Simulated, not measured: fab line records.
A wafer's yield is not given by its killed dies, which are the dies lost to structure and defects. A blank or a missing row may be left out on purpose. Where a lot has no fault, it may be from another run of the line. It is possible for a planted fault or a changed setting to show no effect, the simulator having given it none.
The tool behind it: which one? / flow sky130 / 18 wafers from 6 lots sampled at 3 of the route's 708 steps

== WHAT THE GAUGES SHOWED, per wafer ==
SKY_CONTACT_CD_MEAS_14 targets a cd of 170 nm.
lot=L841; measured=day 32 07:14; on=cd sem-02; cd nm (nm)=168.7 170.7 171.0
lot=L843; measured=day 34 05:56; on=cd sem-01; cd nm (nm)=170.8 171.0 171.0
lot=L845; measured=day 34 15:47; on=cd sem-01; cd nm (nm)=171.5 171.4 171.4
lot=L851; measured=day 36 07:56; on=cd sem-01; cd nm (nm)=173.6 174.1 174.0
lot=L856; measured=day 37 19:44; on=cd sem-02; cd nm (nm)=172.4 172.9 172.5
lot=L861; measured=day 38 13:18; on=cd sem-01; cd nm (nm)=170.0 169.3 169.9

== WHAT TOOL EACH LOT RAN ON (gives the tool, then ch and the chambers of the sampled wafers, and finally the start) ==
lot=L841; SKY_CONTACT_CVD_00=pecvd-01 ch 0,1,2, day 31 04:07; SKY_CONTACT_DEVELOP_13=litho track-04 ch 0, day 32 07:00
lot=L843; SKY_CONTACT_CVD_00=pecvd-01 ch 0,2, day 33 02:24; SKY_CONTACT_DEVELOP_13=litho track-03 ch 0, day 34 05:00
lot=L845; SKY_CONTACT_CVD_00=pecvd-04 ch 0,1, day 33 12:58; SKY_CONTACT_DEVELOP_13=litho track-04 ch 0, day 34 15:00
lot=L851; SKY_CONTACT_CVD_00=pecvd-01 ch 0,2, day 35 04:48; SKY_CONTACT_DEVELOP_13=litho track-04 ch 0, day 36 07:00
lot=L856; SKY_CONTACT_CVD_00=pecvd-01 ch 0,1, day 36 16:55; SKY_CONTACT_DEVELOP_13=litho track-03 ch 0, day 37 19:00
lot=L861; SKY_CONTACT_CVD_00=pecvd-01 ch 1,2, day 37 10:56; SKY_CONTACT_DEVELOP_13=litho track-03 ch 0, day 38 13:00
- SKY_CONTACT_CVD_00: deposits Si3N4, target thk 75 nm.
- SKY_CONTACT_DEVELOP_13: develop time 60 s.

== THE ANSWER, worked out from the rows above alone ==
Rule: the lots themselves supply what counts as usual. The widest of any qualifying gaps counts: lots, ordered by their means at a reading, are off when they make up no more than a third of the lots, leave a main group of 4 or more, and stand apart from it by 3 or more times the standard deviation of that group's means. If all means in a main group match to the digits the tables above print for the reading, that group is not used. A lot without any number at a reading at which 4 lots or more have one is off too. Any other lot the step has rows for is counted as sound.
None of the lots is off at any reading shown; this tells nothing.

== WHAT WAS PUT IN BY THE SIMULATOR ==
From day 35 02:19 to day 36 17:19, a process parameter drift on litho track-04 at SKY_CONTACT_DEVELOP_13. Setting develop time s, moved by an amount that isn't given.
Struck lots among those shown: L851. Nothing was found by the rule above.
